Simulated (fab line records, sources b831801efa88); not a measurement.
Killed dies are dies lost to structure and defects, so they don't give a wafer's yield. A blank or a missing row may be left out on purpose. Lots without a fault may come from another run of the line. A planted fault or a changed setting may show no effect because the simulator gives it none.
fab line records | flow sky130
record lots=12 wafers=36 last_day=50
route steps=708 shown LDD_N@254 SD_P@328 SD_N@351 PAD_OPEN@708
lots that met no fault: from a run of the same line without faults
start_h: hours from the record's first day to the start of the lot's first wafer shown | wait_h: hours since the lot's step before | " the same as in the row above | L1.1+2: a row that stands for several wafers | - no value, or no start given | * or withheld: withheld | < > ~ a bound
route shown NAME@n: a module of which the file shows steps, and the number in the route of the first | usual: mean/standard deviation of fault-free wafers | same: alike in all rows | chamber/n: place in a boat | sites: the reading at each site | _std_site: their standard deviation | _edge_site: outer sites' mean less inner sites' | radius_mm: how far each site lies from the wafer's centre | mask NAME#n: copy n | behind: the tool/chamber that last shaped the wafer | hold: why the lot was held/for how many hours/how that ended | device: the transistor (n, p or np) that didn't switch | end of line: the same wafers' tests at the end of the route | a step without rows: its recipe alone | killed: dies lost to structure and defects at the first sort, not the wafer's yield | map: a wafer's dies, x killed, . not, _ none there
set.NAME: the setting as run; set.NAME@STEP: as run at that earlier step | model.NAME: the simulator's own value behind a step, which no gauge read
steps of the route over a sample of lots; a table a step, a row a wafer
services: from which hour (start_h, from the record's first day; less than 0 if before it) a tool's chamber was out of use, for how many hours, and why
## steps
# step SKY_LDD_N_TW_MEAS_17
# usual LDD_N_TW=2602/31
# columns lot.wafer tool chamber start_h wait_h LDD_N_TW
L439.1 film_metro-01 - 401.25 0.1 2627
L439.4 " - " " 2615
L439.5 " - " " 2627
L441.1 film_metro-02 - 435.43 0.1 2573
L441.4 " - " " 2572
L441.5 " - " " 2576
L443.2 film_metro-03 - 456.06 0.1 2604
L443.4 " - " " 2609
L443.5 " - " " 2585
L447.1 film_metro-03 - 478.22 0.1 2608
L447.5 " - " " 2593
L447.6 " - " " 2619
L448.1 film_metro-03 - 493.12 0.1 2600
L448.3 " - " " 2593
L448.5 " - " " 2592
L450.1 film_metro-01 - 510.12 0.1 2664
L450.2 " - " " 2644
L450.6 " - " " 2659
L453.3 film_metro-02 - 539.30 0.1 2549
L453.4 " - " " 2551
L453.5 " - " " 2574
L454.2 film_metro-01 - 550.59 0.1 2666
L454.3 " - " " 2641
L454.4 " - " " 2631
L455.2 film_metro-02 - 574.01 0.1 2577
L455.4 " - " " 2575
L455.5 " - " " 2559
L457.2 film_metro-01 - 574.61 0.1 2625
L457.3 " - " " 2638
L457.5 " - " " 2632
L460.1 film_metro-01 - 592.10 0.1 2649
L460.3 " - " " 2659
L460.6 " - " " 2631
L461.1 film_metro-03 - 596.73 0.1 2600
L461.2 " - " " 2592
L461.4 " - " " 2588
# step SKY_SD_P_OVL_MEAS_08
# usual SD_P_OVL=0.1/1.2
# columns lot.wafer tool chamber start_h wait_h SD_P_OVL[nm]
L439.1 overlay-02 - 586.01 0.1 -1.1
L439.4 " - " " 0.9
L439.5 " - " " 0.7
L441.1 overlay-02 - 619.51 0.1 1.3
L441.4 " - " " -0.4
L441.5 " - " " 0.2
L443.2 overlay-02 - 636.56 0.1 -0.3
L443.4 " - " " -0.5
L443.5 " - " " -1.9
L447.1 overlay-02 - 658.31 0.1 -0.9
L447.5 " - " " -0.8
L447.6 " - " " 0.4
L448.1 overlay-02 - 672.46 0.1 0.5
L448.3 " - " " -1.5
L448.5 " - " " 0.5
L450.1 overlay-01 - 687.33 0.1 -0.3
L450.2 " - " " 1.0
L450.6 " - " " 1.5
L453.3 overlay-02 - 714.87 0.1 -1.5
L453.4 " - " " -0.6
L453.5 " - " " -0.5
L454.2 overlay-01 - 724.89 0.1 0.4
L454.3 " - " " 2.3
L454.4 " - " " -0.1
L455.2 overlay-02 - 748.71 0.1 0.3
L455.4 " - " " 0.7
L455.5 " - " " -2.0
L457.2 overlay-01 - 749.29 0.1 -0.6
L457.3 " - " " -0.1
L457.5 " - " " -2.5
L460.1 overlay-01 - 765.70 0.1 -0.1
L460.3 " - " " -0.5
L460.6 " - " " -0.4
L461.1 overlay-01 - 769.88 0.1 -1.2
L461.2 " - " " -1.4
L461.4 " - " " -1.3
# step SKY_SD_N_IMPLANT_09
# recipe species=As energy_kev=50 dose_cm2=4e+15 tilt_deg=0
# usual end_station_pressure_torr=1.39e-05/1.6e-06 faraday_current_uA=12683/1400
# columns lot.wafer tool chamber start_h wait_h end_station_pressure_torr faraday_current_uA
L439.1 implanter-04 0 644.62 0.0 1.54e-05 14127
L439.4 " 0 " " 1.52e-05 13855
L439.5 " 0 " " 1.55e-05 13490
L441.1 implanter-01 0 678.02 0.0 1.3e-05 11615
L441.4 " 0 " " 1.23e-05 11041
L441.5 " 0 " " 1.21e-05 11184
L443.2 implanter-01 0 694.39 0.0 1.2e-05 10695
L443.4 " 0 " " 1.3e-05 10852
L443.5 " 0 " " 1.18e-05 11031
L447.1 implanter-03 0 714.45 0.0 1.68e-05 14065
L447.5 " 0 " " 1.63e-05 13636
L447.6 " 0 " " 1.47e-05 13866
L448.1 implanter-03 0 728.39 0.0 1.54e-05 14203
L448.3 " 0 " " 1.63e-05 13691
L448.5 " 0 " " 1.56e-05 13679
L450.1 implanter-03 0 743.59 0.0 1.56e-05 14005
L450.2 " 0 " " 1.53e-05 14181
L450.6 " 0 " " 1.59e-05 14166
L453.3 implanter-01 0 769.44 0.1 5.54e-05 9719
L453.4 " 0 " " 6.11e-05 9593
L453.5 " 0 " " 5.59e-05 9612
L454.2 implanter-03 0 779.73 0.0 1.34e-05 13999
L454.3 " 0 " " 1.55e-05 13772
L454.4 " 0 " " 1.49e-05 14510
L455.2 implanter-01 0 802.44 0.0 5.16e-05 9862
L455.4 " 0 " " 5.59e-05 9575
L455.5 " 0 " " 5.36e-05 9599
L457.2 implanter-04 0 803.34 0.0 1.39e-05 13665
L457.3 " 0 " " 1.44e-05 13623
L457.5 " 0 " " 1.54e-05 13620
L460.1 implanter-04 0 819.39 0.0 1.57e-05 13769
L460.3 " 0 " " 1.49e-05 13629
L460.6 " 0 " " 1.45e-05 13804
L461.1 implanter-04 0 823.77 0.0 1.59e-05 14311
L461.2 " 0 " " 1.39e-05 13846
L461.4 " 0 " " 1.43e-05 13573
# step SKY_SD_N_STRIP_11
# recipe chemistry=O2/N2 power_w=1400 pressure_mtorr=1500 platen_temp_c=withheld o2_flow_sccm=3000 n2_flow_sccm=300 overash_fraction=0.5
# usual drypump_motor_current_A=5.6/0.51 oes_product_au=0.527/0.0044 strip_time_to_endpoint_s=22.53/0.044
# columns lot.wafer tool chamber start_h wait_h drypump_motor_current_A oes_product_au rf_hours_counter_h strip_time_to_endpoint_s
L439.1 plasma_asher-04 0 644.92 0.1 5.1 0.520 96 22.53
L439.4 " 1 " " 5.7 0.523 - 22.62
L439.5 " 0 " " 5.1 0.516 - 22.56
L441.1 plasma_asher-03 0 678.32 0.1 6.5 0.532 25 22.61
L441.4 " 1 " " 5.0 0.525 - 22.59
L441.5 " 1 " " 5.0 0.522 - 22.53
L443.2 plasma_asher-04 0 694.67 0.1 5.1 0.522 101 22.50
L443.4 " 1 " " 5.7 0.521 - 22.53
L443.5 " 1 " " 5.7 0.516 - 22.51
L447.1 plasma_asher-03 1 714.75 0.1 5.0 0.530 29 22.51
L447.5 " 0 " " 6.5 0.521 - 22.52
L447.6 " 1 " " 5.0 0.528 - 22.55
L448.1 plasma_asher-03 1 728.69 0.1 5.0 0.534 30 22.55
L448.3 " 1 " " 5.0 0.533 - 22.53
L448.5 " 0 " " 6.5 0.529 - 22.56
L450.1 plasma_asher-03 0 743.89 0.1 6.5 0.523 32 22.47
L450.2 " 1 " " 5.0 0.534 32 22.44
L450.6 " 1 " " 5.0 0.522 - 22.43
L453.3 plasma_asher-03 0 769.73 0.1 6.5 0.523 - 23.08
L453.4 " 1 " " 5.0 0.520 - 23.04
L453.5 " 0 " " 6.5 0.517 - 23.05
L454.2 plasma_asher-04 1 780.00 0.1 5.7 0.531 3 22.52
L454.3 " 1 " " 5.7 0.528 - 22.53
L454.4 " 0 " " 5.1 0.529 - 22.51
L455.2 plasma_asher-04 1 802.72 0.1 5.7 0.518 6 23.19
L455.4 " 0 " " 5.1 0.513 - 23.24
L455.5 " 0 " " 5.1 0.521 - 23.18
L457.2 plasma_asher-01 0 803.62 0.1 5.8 0.526 68 22.52
L457.3 " 0 " " 5.8 0.523 - 22.52
L457.5 " 0 " " 5.8 0.524 - 22.51
L460.1 plasma_asher-01 0 819.69 0.1 5.8 0.527 69 22.52
L460.3 " 0 " " 5.8 0.529 - 22.50
L460.6 " 0 " " 5.8 0.525 - 22.53
L461.1 plasma_asher-04 1 824.07 0.1 5.7 0.535 8 22.59
L461.2 " 0 " " 5.1 0.523 8 22.57
L461.4 " 1 " " 5.7 0.529 - 22.57
# step SKY_SD_N_TW_MEAS_12
# usual SD_N_TW=4026/69
# columns lot.wafer tool chamber start_h wait_h SD_N_TW
L439.1 film_metro-04 - 645.02 0.1 3907
L439.4 " - " " 3924
L439.5 " - " " 3911
L441.1 film_metro-02 - 678.42 0.1 3953
L441.4 " - " " 3951
L441.5 " - " " 3946
L443.2 film_metro-01 - 694.78 0.1 4100
L443.4 " - " " 4094
L443.5 " - " " 4087
L447.1 film_metro-01 - 714.85 0.1 4084
L447.5 " - " " 4065
L447.6 " - " " 4092
L448.1 film_metro-01 - 728.79 0.1 4097
L448.3 " - " " 4059
L448.5 " - " " 4069
L450.1 film_metro-02 - 743.99 0.1 3961
L450.2 " - " " 3971
L450.6 " - " " 3974
L453.3 film_metro-02 - 769.81 0.1 3975
L453.4 " - " " 3987
L453.5 " - " " 4005
L454.2 film_metro-04 - 780.11 0.1 3910
L454.3 " - " " 3926
L454.4 " - " " 3913
L455.2 film_metro-01 - 802.83 0.1 4098
L455.4 " - " " 4086
L455.5 " - " " 4097
L457.2 film_metro-02 - 803.73 0.1 3975
L457.3 " - " " 3979
L457.5 " - " " 3969
L460.1 film_metro-02 - 819.79 0.1 3992
L460.3 " - " " 3991
L460.6 " - " " 3988
L461.1 film_metro-01 - 824.17 0.1 4087
L461.2 " - " " 4071
L461.4 " - " " 4084
# step SKY_SD_N_RS_MEAS_16
# recipe thk_meas_gauge=four-point-probe
# usual SD_N_RS=68.56/0.13
# columns lot.wafer tool chamber start_h wait_h SD_N_RS[ohm/sq]
L439.1 film_metro-01 - 645.30 0.1 68.48
L439.4 " - " " 68.40
L439.5 " - " " 68.33
L441.1 film_metro-01 - 678.71 0.1 68.34
L441.4 " - " " 68.58
L441.5 " - " " 68.38
L443.2 film_metro-04 - 695.07 0.1 68.67
L443.4 " - " " 68.55
L443.5 " - " " 68.55
L447.1 film_metro-04 - 715.13 0.1 68.64
L447.5 " - " " 68.51
L447.6 " - " " 68.41
L448.1 film_metro-04 - 729.08 0.1 68.63
L448.3 " - " " 68.59
L448.5 " - " " 68.67
L450.1 film_metro-04 - 744.28 0.1 68.71
L450.2 " - " " 68.65
L450.6 " - " " 68.56
L453.3 film_metro-04 - 770.12 0.1 67.24
L453.4 " - " " 67.30
L453.5 " - " " 67.37
L454.2 film_metro-04 - 780.41 0.1 68.63
L454.3 " - " " 68.56
L454.4 " - " " 68.64
L455.2 film_metro-02 - 803.12 0.1 67.23
L455.4 " - " " 67.12
L455.5 " - " " 67.12
L457.2 film_metro-04 - 804.02 0.1 68.35
L457.3 " - " " 68.55
L457.5 " - " " 68.48
L460.1 film_metro-04 - 820.08 0.1 68.72
L460.3 " - " " 68.53
L460.6 " - " " 68.60
L461.1 film_metro-01 - 824.45 0.1 68.55
L461.2 " - " " 68.57
L461.4 " - " " 68.32
# step SKY_PAD_OPEN_PROBE_99
# usual killed_at_M0_to_M3=44/6.9 killed_at_M4_up=3.3/1.8 killed_at_contacts=24/5 killed_at_front_end=16/4.6 killed_at_other=0.2/0.42 killed_dies=88/9.2 killed_open=48/7.3 killed_short=40/6.5
# same gross_dies=492 killed_at_back_side=0
# columns lot.wafer tool chamber start_h wait_h killed_at_M0_to_M3 killed_at_M4_up killed_at_contacts killed_at_front_end killed_at_other killed_dies killed_open killed_short
L454.2 prober-01 - 1170.22 0.1 41 2 26 16 0 85 42 43
L454.3 prober-01 - 1170.27 0.2 52 3 29 12 1 97 58 38
L454.4 prober-01 - 1170.32 0.2 49 4 29 11 1 94 53 41
# killed by level:class
L454.2 METAL1:geometric_particle:short=11 CONTACT:geometric_particle:open=9 VIA1:geometric_particle:open=9 VIA3:geometric_particle:open=5 FIELD_ISO:geometric_particle:short=4 FIELD_ISO:geometric_particle:open=4 LI_CONTACT:geometric_particle:open=4 LI_CONTACT:geometric_particle:short=4
L454.3 CONTACT:geometric_particle:open=13 VIA1:geometric_particle:open=11 VIA2:geometric_particle:open=10 LI_CONTACT:geometric_particle:open=7 LOCAL_INTERCONNECT:geometric_particle:short=5 METAL1:geometric_particle:short=5 VIA1:geometric_particle:short=5 METAL2:geometric_particle:short=5
L454.4 VIA1:geometric_particle:open=14 CONTACT:geometric_particle:open=8 LOCAL_INTERCONNECT:geometric_particle:short=7 LI_CONTACT:geometric_particle:open=7 METAL1:geometric_particle:short=7 VIA2:geometric_particle:open=7 VIA3:geometric_particle:open=5 METAL2:geometric_particle:short=5
## services
# columns tool chamber start_h hours kind
implanter-03 - 640.31 3.9 repair
implanter-03 - 646.01 0.7 repair
implanter-03 - 651.64 5.4 pm
plasma_asher-01 - 671.51 0.3 repair
plasma_asher-04 - 733.75 9.0 pm
plasma_asher-04 0 733.75 9.0 vent_cycle
plasma_asher-04 1 733.75 9.0 vent_cycle
implanter-03 - 742.09 1.3 repair
plasma_asher-04 0 742.75 - clean
plasma_asher-04 1 742.75 - clean
implanter-01 - 798.37 1.8 repair
implanter-01 - 814.63 3.2 pm
## key
first_sign step=SKY_SD_N_IMPLANT_09 reading=end_station_pressure_torr direction=up sigmas=26 usual=1.39e-05 struck=5.56e-05
effect step=SKY_SD_N_IMPLANT_09 reading=faraday_current_uA direction=down sigmas=2.1 usual=12683 struck=9660
effect step=SKY_SD_N_STRIP_11 reading=strip_time_to_endpoint_s direction=up sigmas=13 usual=* struck=*
effect step=SKY_SD_N_RS_MEAS_16 reading=SD_N_RS direction=down sigmas=10 usual=68.56 struck=67.23
met_at SKY_SD_N_IMPLANT_09
struck_lots L453,L455
tester_left_out L453,L455
not_acting_at SKY_LDD_N_TW_MEAS_17,SKY_SD_P_OVL_MEAS_08,SKY_SD_N_TW_MEAS_12
onset_between 694.39 769.44
fault kind=process_parameter_drift tool=implanter-01 chamber=- onset_h=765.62 steps=SKY_SD_N_IMPLANT_09 channel=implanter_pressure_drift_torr offset=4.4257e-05 shape=step end_h=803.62
fault kind=process_parameter_drift tool=implanter-01 chamber=- onset_h=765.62 steps=SKY_SD_N_IMPLANT_09 channel=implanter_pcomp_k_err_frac offset=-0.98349 shape=step end_h=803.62
# tester_left_out: of these lots the tester's yield and bins aren't shown, on N5 and GAA mostly nor the transistor test; their killed dies are dies lost to structure and defects alone, not to doping, threshold or leakage, so they don't give the yield
